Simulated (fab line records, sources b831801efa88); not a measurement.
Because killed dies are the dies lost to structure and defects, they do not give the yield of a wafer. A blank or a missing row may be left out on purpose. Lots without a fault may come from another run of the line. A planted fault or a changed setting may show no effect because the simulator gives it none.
Chamber matching | flow gf180mcu | GF_V2_CMP_26 on cmp-01: 4 sister chambers
The step polishes, stops on SiO2, t overpolish 15 s, target thk 0 nm. 4 wafers are shown with their chamber, then 12 later ones without.

EACH WAFER AND ITS CHAMBER
wafer  | chamber | motor-current-A (A)
L079.5 | 2       | 12.8
L080.5 | 1       | 13.2
L084.5 | 3       | 11.6
L084.6 | 0       | 11.0

WAFERS WITHOUT THEIR CHAMBER
wafer  | motor-current-A (A)
L091.4 | 11.1
L091.5 | 12.7
L091.6 | 12.3
L090.1 | 11.4
L090.4 | 11.0
L090.5 | 12.3
L093.1 | 12.2
L093.4 | 11.1
L093.6 | 10.7
L096.3 | 12.0
L096.4 | 12.5
L096.5 | 10.8

WHICH CHAMBER EACH ONE RAN IN
wafer  | from the rows above               | in truth
L091.4 | can't be placed: 0 or 3           | 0
L091.5 | can't be placed: 2 or 1           | 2
L091.6 | can't be placed: 2 or 3 or 1      | 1
L090.1 | can't be placed: 3 or 0           | 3
L090.4 | can't be placed: 0 or 3           | 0
L090.5 | can't be placed: 2 or 3 or 1      | 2
L093.1 | can't be placed: 3 or 2 or 1 or 0 | 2
L093.4 | can't be placed: 0 or 3           | 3
L093.6 | can't be placed: 0 or 3           | 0
L096.3 | can't be placed: 3 or 2 or 0      | 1
L096.4 | can't be placed: 2 or 1 or 3      | 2
L096.5 | can't be placed: 0 or 3           | 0
Correctly placed: 0 of 12. Not placeable from these rows: 12 (in 11, the candidates include the true chamber). Wrongly placed: 0.
How it was worked out, from the rows above alone: a wafer's distance from a chamber is the root of the sum, over the readings, of the square of ((its reading less the chamber's mean) divided by the reading's scatter). The wafer belongs to the nearest chamber; if the next one is less than 2 further off, it can't be placed. A chamber's mean is the mean of its shown wafers. The scatter: with one shown wafer a chamber, the root of the mean of the squares of how far each hidden wafer lies from its nearest shown one.
